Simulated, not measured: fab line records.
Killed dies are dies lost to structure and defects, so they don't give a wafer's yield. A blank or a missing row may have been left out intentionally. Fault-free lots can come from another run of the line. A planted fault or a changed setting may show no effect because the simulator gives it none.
fab line records	flow sky130
record lots=5	wafers=15	lastDay=50
route steps=708 shown SPACER@306 POLY_CUT@307 PAD_OPEN@708
lots with no fault: from the same line, run without faults
startH: start of the lot's first displayed wafer, in hours after the record's first day	waitH: hours since the lot's step before	" unchanged from the row above	L1.1+2: one row covering several wafers at once	- no value, or no start given	* or withheld: withheld	< > ~ a bound
route shown NAME@n: NAME is a module with steps in the file, n the number in the route of the first one	usual: the fault-free wafers' mean and standard deviation	same: alike in all rows	chamber/n: place in a boat	sites: readings site by site	_std_site: the values' standard deviation	_edge_site: inner sites' mean taken away from outer sites' mean	radiusMm: for every site, how far away it sits from the centre of the wafer	mask NAME#n: copy n	behind: the tool/chamber that last shaped the wafer	hold: why the lot went on hold/how many hours it stayed there/how the hold came to an end	device: whichever transistor did not switch (one of n, p or np)	end of line: the same wafers' tests at the end of the route	for a step that has no rows: nothing shown but its recipe	killed: dies that structure and defects cost at the first sort, which is not the same as the wafer's yield	map: the dies of a wafer, with x for killed, . for not killed, _ for no die there
set.NAME: the run value of the setting; set.NAME@STEP: its run value at that earlier step	model.NAME: the simulator's own value behind a step, which no gauge read
lots at selected steps of the route; one table per step, one row per wafer
services: the hour from which a tool's chamber was out of use, counted from the record's first day as startH (under 0 if before that day), plus the number of hours and why
## steps
# step SKY_SPACER_ETCHBACK_02
# recipe chemistry=CH3F/O2	target=Si3N4	stopOn=SiO2	sourceW=400	biasW=80	pressureMtorr=25	ch3fFlowSccm=40	O2_flow_sccm=30	timeS=46.7	targetDepthA=450
# usual biasW=79.98/0.25	ch3fFlowSccm=40.01/0.12	drypumpMotorCurrentA=5.3/0.41	oesProductAu=0.854/0.0064	throttleValvePct=10.561/0.0095
lot.wafer	tool	chamber	startH	waitH	biasW	ch3fFlowSccm	drypumpMotorCurrentA	oesProductAu	rfHoursCounterH	throttleValvePct
L190.1	rieDiel-01	3	541.66	0.1	79.92	39.86	5.5	0.856	1	10.549
L190.3	"	1	"	"	79.83	39.94	5.6	0.855	17	10.575
L190.6	"	1	"	"	79.40	39.92	5.6	0.857	-	10.550
L197.1	rieDiel-01	1	620.24	0.1	79.91	40.22	5.6	0.856	20	10.582
L197.2	"	3	"	"	79.91	39.79	5.5	0.860	1	10.568
L197.3	"	0	"	"	79.89	40.05	5.8	0.859	20	10.560
L205.2	rieDiel-04	3	685.42	0.0	80.20	39.99	6.0	0.854	6	10.549
L205.5	"	2	"	"	80.21	40.12	4.9	0.865	-	10.562
L205.6	"	3	"	"	79.83	39.95	6.0	0.856	-	10.550
L210.1	rieDiel-01	1	718.52	0.1	79.93	39.79	5.6	0.857	22	10.562
L210.5	"	3	"	"	79.54	39.92	5.5	0.858	-	10.558
L210.6	"	2	"	"	79.76	40.04	4.8	0.855	-	10.551
L211.2	rieDiel-04	2	718.52	0.0	79.66	40.03	4.9	0.859	21	10.560
L211.4	"	1	"	"	79.91	40.09	5.0	0.855	1	10.561
L211.6	"	3	"	"	79.70	40.09	5.9	0.853	-	10.579
# step SKY_POLY_CUT_DEHYDRATE_00
# recipe tempC=200	timeS=60
# step SKY_POLY_CUT_HMDS_01
# recipe primeTimeS=60	primeTempC=120
# step SKY_POLY_CUT_COAT_02
# recipe resist=BARC	tempC=withheld	timeS=withheld	spinRpm=3000	resistThkNm=60
# step SKY_POLY_CUT_COAT_03
# recipe resist=KrF-thick	spinRpm=3000	resistThkNm=450
# step SKY_POLY_CUT_SOFTBAKE_04
# recipe tempC=100	timeS=90	resist=KrF-thick
# step SKY_POLY_CUT_EXPOSE_05
# recipe maskId=NPCM	na=0.8	sourceShape=annular	sigmaInner=0.55	sigmaOuter=0.85	targetCdNm=270	doseMj=32
# step SKY_POLY_CUT_PEB_06
# recipe pebTempC=withheld	pebTimeS=withheld	resist=KrF-thick
# step SKY_POLY_CUT_DEVELOP_07
# recipe developTimeS=60	resist=KrF-thick	devTempC=21
# step SKY_POLY_CUT_CD_MEAS_08
# recipe targetCdNm=270
# usual cdNm=270.1/1.6
lot.wafer	tool	chamber	startH	waitH	cdNm
L190.1	cdSem-01	-	571.68	-	273.2
L190.3	"	-	"	"	272.2
L190.6	"	-	"	"	271.8
L197.1	cdSem-01	-	648.88	-	268.5
L197.2	"	-	"	"	268.5
L197.3	"	-	"	"	268.1
L205.2	cdSem-01	-	714.03	-	267.3
L205.5	"	-	"	"	269.5
L205.6	"	-	"	"	267.7
L210.1	cdSem-01	-	746.26	-	269.8
L210.5	"	-	"	"	269.4
L210.6	"	-	"	"	269.5
L211.2	cdSem-01	-	746.63	-	268.7
L211.4	"	-	"	"	270.5
L211.6	"	-	"	"	271.1
# step SKY_POLY_CUT_OVL_MEAS_09
# usual POLY_CUT_OVL=0/6.1
lot.wafer	tool	chamber	startH	waitH	POLY_CUT_OVL[nm]
L190.1	overlay-01	-	571.80	0.1	10
L190.3	"	-	"	"	6
L190.6	"	-	"	"	-1
L197.1	overlay-01	-	649.00	0.1	-6
L197.2	"	-	"	"	-1
L197.3	"	-	"	"	-7
L205.2	overlay-01	-	714.14	0.1	3
L205.5	"	-	"	"	7
L205.6	"	-	"	"	5
L210.1	overlay-01	-	746.38	0.1	2
L210.5	"	-	"	"	6
L210.6	"	-	"	"	-1
L211.2	overlay-02	-	746.73	0.1	-8
L211.4	"	-	"	"	-14
L211.6	"	-	"	"	-14
# step SKY_POLY_CUT_ETCH_10
# recipe chemistry=N2/H2	target=BARC	ionEnergyEv=200	sourceW=500	biasW=100	pressureMtorr=30	n2FlowSccm=100	h2FlowSccm=200	stopOn=SiO2	timeS=45.9	targetDepthA=600
# usual biasW=100.0/0.32	drypumpMotorCurrentA=5.4/0.46	oesProductAu=0.855/0.0049	throttleValvePct=13.224/0.0087
lot.wafer	tool	chamber	startH	waitH	biasW	drypumpMotorCurrentA	oesProductAu	rfHoursCounterH	throttleValvePct
L190.1	rieDiel-01	1	571.83	0.0	100.2	5.7	0.864	18	13.226
L190.3	"	1	"	"	99.9	5.6	0.860	-	13.223
L190.6	"	1	"	"	99.6	5.6	0.852	-	13.232
L197.1	rieDiel-03	1	649.03	0.0	99.9	5.1	0.848	6	13.223
L197.2	"	3	"	"	100.1	5.1	0.856	1	13.213
L197.3	"	0	"	"	99.9	5.8	0.859	7	13.231
L205.2	rieDiel-03	2	714.17	0.0	99.5	4.9	0.862	13	13.237
L205.5	"	3	"	"	100.1	5.1	0.846	-	13.221
L205.6	"	2	"	"	100.1	4.8	0.859	-	13.227
L210.1	rieDiel-02	2	746.41	0.0	99.9	6.3	0.856	64	13.234
L210.5	"	0	"	"	100.5	6.0	0.853	-	13.221
L210.6	"	3	"	"	99.9	5.4	0.857	-	13.223
L211.2	rieDiel-01	0	746.76	0.0	100.1	5.8	0.853	23	13.233
L211.4	"	1	"	"	99.3	5.7	0.863	22	13.219
L211.6	"	3	"	"	100.0	5.5	0.854	-	13.218
# step SKY_POLY_CUT_ETCH_11
# recipe target=Si3N4	chemistry=CF4/CH2F2/Ar	stopOn=poly-Si	sourceW=600	biasW=150	pressureMtorr=40	cf4FlowSccm=40	ch2f2FlowSccm=20	Ar_flow_sccm=150	timeS=42.5	targetDepthA=600
# usual biasW=150.0/0.44	drypumpMotorCurrentA=5.4/0.46	oesProductAu=0.829/0.007	throttleValvePct=14.995/0.0088
lot.wafer	tool	chamber	startH	waitH	biasW	drypumpMotorCurrentA	oesProductAu	rfHoursCounterH	throttleValvePct	model.poly-Si_of_POLY_GATE_CVD_00.thkNm	model.POLY_CUT.featureDepthNm
L190.1	rieDiel-01	1	571.90	0.0	149.7	5.6	0.824	18	15.010	178.2	61.97
L190.3	"	1	"	"	149.1	5.6	0.831	-	14.993	178.3	62.11
L190.6	"	1	"	"	150.1	5.6	0.829	-	15.011	178.8	62.2
L197.1	rieDiel-03	1	649.07	0.0	149.8	5.2	0.827	6	15.000	177	61.7
L197.2	"	3	"	"	149.7	5.1	0.832	1	15.002	176.7	62.68
L197.3	"	0	"	"	150.0	5.8	0.831	7	14.975	177.5	62.11
L205.2	rieDiel-03	2	714.21	0.0	149.6	4.8	0.827	13	14.997	177.1	61.49
L205.5	"	3	"	"	149.5	5.1	0.829	-	14.981	172.5	65.7
L205.6	"	2	"	"	149.4	4.9	0.834	-	14.997	177.7	61.54
L210.1	rieDiel-02	2	746.46	0.0	149.4	6.4	0.822	64	14.996	181.5	61.31
L210.5	"	0	"	"	149.9	5.9	0.824	-	14.992	180.6	61.3
L210.6	"	3	"	"	150.3	5.4	0.828	-	15.001	181.4	61.39
L211.2	rieDiel-01	0	746.81	0.0	150.4	5.8	0.822	23	14.990	179.3	61.62
L211.4	"	1	"	"	150.1	5.7	0.827	22	15.000	178.6	61.87
L211.6	"	3	"	"	150.5	5.5	0.820	-	14.982	179.2	62.3
# step SKY_POLY_CUT_STRIP_12
# recipe chemistry=O2/N2	powerW=1400	pressureMtorr=1500	platenTempC=withheld	o2FlowSccm=3000	n2FlowSccm=300	overashFraction=0.5
# usual drypumpMotorCurrentA=5.6/0.48	oesProductAu=0.453/0.005	stripTimeToEndpointS=5.362/0.017
lot.wafer	tool	chamber	startH	waitH	drypumpMotorCurrentA	oesProductAu	rfHoursCounterH	stripTimeToEndpointS
L190.1	plasmaAsher-02	0	571.96	0.0	6.3	0.458	12	5.320
L190.3	"	1	"	"	5.4	0.451	-	5.354
L190.6	"	0	"	"	6.3	0.461	-	5.328
L197.1	plasmaAsher-04	0	649.11	0.0	5.9	0.446	84	5.330
L197.2	"	1	"	"	4.9	0.448	84	5.336
L197.3	"	1	"	"	5.0	0.458	-	5.345
L205.2	plasmaAsher-02	1	714.25	0.0	5.5	0.452	26	5.343
L205.5	"	1	"	"	5.5	0.452	-	5.380
L205.6	"	0	"	"	6.3	0.448	-	5.355
L210.1	plasmaAsher-02	1	746.50	0.0	5.4	0.461	30	5.361
L210.5	"	1	"	"	5.5	0.451	-	5.338
L210.6	"	0	"	"	6.3	0.458	-	5.354
L211.2	plasmaAsher-04	1	746.85	0.0	5.0	0.449	95	5.364
L211.4	"	1	"	"	5.0	0.462	-	5.356
L211.6	"	0	"	"	5.9	0.451	-	5.363
# step SKY_PAD_OPEN_PROBE_99
# usual killed_at_M0_to_M3=44/6.9	killed_at_M4_up=3.3/1.7	killedAtContacts=24/4.7	killedAtFrontEnd=15/4.5	killedAtOther=0.2/0.49	killedDies=86/8.4	killedOpen=47/6.5	killedShort=39/6
# same grossDies=492	killedAtBackSide=0
lot.wafer	tool	chamber	startH	waitH	killed_at_M0_to_M3	killed_at_M4_up	killedAtContacts	killedAtFrontEnd	killedAtOther	killedDies	killedOpen	killedShort
L190.1	prober-02	-	1080.67	0.1	44	4	25	8	0	81	44	37
L190.3	prober-02	-	1080.77	0.2	49	4	24	11	0	88	56	32
L190.6	prober-02	-	1080.92	0.2	49	6	21	11	0	87	41	46
L197.1	prober-01	-	1135.94	0.1	41	6	29	22	0	98	51	47
L197.2	prober-01	-	1135.99	0.1	34	3	19	11	0	67	44	23
L197.3	prober-01	-	1136.04	0.2	37	7	31	19	1	95	52	43
L205.2	prober-02	-	1176.69	0.1	44	3	22	10	0	79	34	45
L205.5	prober-02	-	1176.84	0.2	46	5	27	17	0	95	51	44
L205.6	prober-02	-	1176.89	0.2	41	2	22	16	0	81	50	31
L210.1	prober-02	-	1195.47	0.1	49	3	19	11	1	83	49	34
L210.5	prober-02	-	1195.67	0.2	38	3	28	10	0	79	40	39
L210.6	prober-02	-	1195.72	0.2	48	4	26	17	0	95	55	40
L211.2	prober-01	-	1196.93	0.1	52	2	28	16	0	98	59	39
L211.4	prober-01	-	1197.03	0.2	51	5	21	14	0	91	53	38
L211.6	prober-01	-	1197.13	0.2	54	7	15	17	1	94	38	56
# killed by level:class
L190.1 VIA1:geometricParticle:open=12 LI_CONTACT:geometricParticle:open=9 METAL2:geometricParticle:short=9 VIA3:geometricParticle:open=7 CONTACT:geometricParticle:open=6 LI_CONTACT:geometricParticle:short=4 VIA1:geometricParticle:short=4 FIELD_ISO:geometricParticle:open=3
L190.3 VIA1:geometricParticle:open=15 LI_CONTACT:geometricParticle:open=9 VIA2:geometricParticle:open=9 CONTACT:geometricParticle:open=6 VIA3:geometricParticle:open=6 LOCAL_INTERCONNECT:geometricParticle:short=5 FIELD_ISO:geometricParticle:short=4 POLY_GATE:geometricParticle:open=4
L190.6 VIA1:geometricParticle:open=13 VIA1:geometricParticle:short=8 CONTACT:geometricParticle:open=7 VIA2:geometricParticle:open=6 METAL1:geometricParticle:short=5 VIA3:geometricParticle:open=5 METAL4:geometricParticle:short=5 FIELD_ISO:geometricParticle:short=4
L197.1 CONTACT:geometricParticle:open=12 CONTACT:geometricParticle:short=8 VIA3:geometricParticle:open=7 METAL2:geometricParticle:short=6 METAL4:geometricParticle:short=6 LI_CONTACT:geometricParticle:open=5 VIA1:geometricParticle:open=5 METAL2:geometricParticle:open=5
L197.2 VIA2:geometricParticle:open=9 VIA3:geometricParticle:open=9 CONTACT:geometricParticle:open=6 VIA1:geometricParticle:open=6 FIELD_ISO:geometricParticle:short=4 LI_CONTACT:geometricParticle:open=4 CONTACT:geometricParticle:short=3 METAL4:geometricParticle:short=3
L197.3 LI_CONTACT:geometricParticle:open=9 CONTACT:geometricParticle:open=9 VIA1:geometricParticle:open=9 LI_CONTACT:geometricParticle:short=7 FIELD_ISO:geometricParticle:open=5 POLY_GATE:geometricParticle:open=5 METAL1:geometricParticle:short=5 VIA3:geometricParticle:open=5
L205.2 LOCAL_INTERCONNECT:geometricParticle:short=9 VIA1:geometricParticle:open=8 POLY_GATE:geometricParticle:short=7 CONTACT:geometricParticle:open=7 VIA1:geometricParticle:short=5 VIA2:geometricParticle:open=5 VIA3:geometricParticle:short=5 METAL3:geometricParticle:short=4
L205.5 VIA1:geometricParticle:open=11 LI_CONTACT:geometricParticle:open=9 POLY_GATE:geometricParticle:open=7 LOCAL_INTERCONNECT:geometricParticle:short=7 CONTACT:geometricParticle:open=6 VIA2:geometricParticle:open=6 VIA1:geometricParticle:short=6 METAL1:geometricParticle:short=5
L205.6 VIA1:geometricParticle:open=9 CONTACT:geometricParticle:open=9 VIA2:geometricParticle:short=8 FIELD_ISO:geometricParticle:open=7 VIA2:geometricParticle:open=6 VIA3:geometricParticle:open=6 LI_CONTACT:geometricParticle:open=5 LOCAL_INTERCONNECT:geometricParticle:short=4
L210.1 VIA1:geometricParticle:open=11 LI_CONTACT:geometricParticle:open=7 CONTACT:geometricParticle:open=7 VIA2:geometricParticle:open=5 VIA3:geometricParticle:open=5 METAL2:geometricParticle:short=4 METAL1:geometricParticle:short=4 VIA3:geometricParticle:short=4
L210.5 VIA1:geometricParticle:open=9 CONTACT:geometricParticle:open=8 LI_CONTACT:geometricParticle:open=7 METAL3:geometricParticle:short=7 LI_CONTACT:geometricParticle:short=6 METAL2:geometricParticle:short=6 METAL1:geometricParticle:short=5 VIA2:geometricParticle:open=4
L210.6 VIA1:geometricParticle:open=17 LOCAL_INTERCONNECT:geometricParticle:short=7 CONTACT:geometricParticle:open=7 VIA3:geometricParticle:open=6 LI_CONTACT:geometricParticle:open=5 METAL1:geometricParticle:short=5 METAL3:geometricParticle:short=5 SPACER:geometricParticle:open=4
L211.2 VIA1:geometricParticle:open=17 CONTACT:geometricParticle:open=11 VIA2:geometricParticle:open=8 POLY_GATE:geometricParticle:short=7 VIA3:geometricParticle:open=7 CONTACT:geometricParticle:short=6 VIA1:geometricParticle:short=6 LI_CONTACT:geometricParticle:short=5
L211.4 VIA2:geometricParticle:open=10 VIA3:geometricParticle:open=10 VIA1:geometricParticle:open=9 CONTACT:geometricParticle:open=8 VIA1:geometricParticle:short=7 POLY_GATE:geometricParticle:short=4 FIELD_ISO:geometricParticle:open=4 METAL1:geometricParticle:open=4
L211.6 VIA1:geometricParticle:open=8 METAL2:geometricParticle:short=8 METAL1:geometricParticle:short=8 METAL3:geometricParticle:short=7 METAL4:geometricParticle:short=6 VIA2:geometricParticle:short=6 POLY_GATE:geometricParticle:open=5 CONTACT:geometricParticle:open=5
## services
tool	chamber	startH	hours	kind
rieDiel-03	3	525.40	-	clean
rieDiel-03	3	525.40	21.3	scheduledDown
rieDiel-03	3	525.40	21.3	ventCycle
rieDiel-01	3	551.03	62.2	repair
rieDiel-01	0	553.52	1.7	repair
rieDiel-01	0	565.22	18.6	repair
rieDiel-01	-	591.88	2.8	pm
rieDiel-02	0	592.24	1.5	repair
rieDiel-01	0	596.37	19.9	repair
rieDiel-04	3	601.82	2.9	repair
rieDiel-04	2	611.03	12.8	repair
rieDiel-04	1	614.39	7.8	repair
rieDiel-03	-	624.14	14.6	pm
rieDiel-01	0	624.56	4.1	repair
rieDiel-03	1	639.04	6.0	repair
rieDiel-02	1	642.67	6.9	repair
rieDiel-02	2	646.31	5.1	repair
rieDiel-04	-	656.46	0.5	repair
rieDiel-02	1	657.77	132.0	repair
rieDiel-03	2	670.67	12.4	repair
rieDiel-04	-	691.91	0.3	repair
plasmaAsher-02	-	704.44	0.4	repair
rieDiel-03	1	704.84	3.2	repair
rieDiel-02	-	729.15	0.4	repair
## key
firstSign none at tools or gauges
modelEffect step=SKY_POLY_CUT_ETCH_11	value=poly-Si_of_POLY_GATE_CVD_00.thkNm	without=177.1	struck=172.5
metAt SKY_POLY_CUT_ETCH_11
struckWafers L205.5
testerLeftOut L205
onsetBetween 649.07 714.21
fault kind=processParameterDrift	tool=rieDiel-03	chamber=3	onsetH=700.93	steps=SKY_POLY_CUT_ETCH_11	channel=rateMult	offset=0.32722	shape=step	endH=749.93
# testerLeftOut: of these lots the tester's yield and bins aren't shown, on N5 and GAA mostly nor the transistor test; their killed dies are dies lost to structure and defects alone, not to doping, threshold or leakage, so they don't give the yield
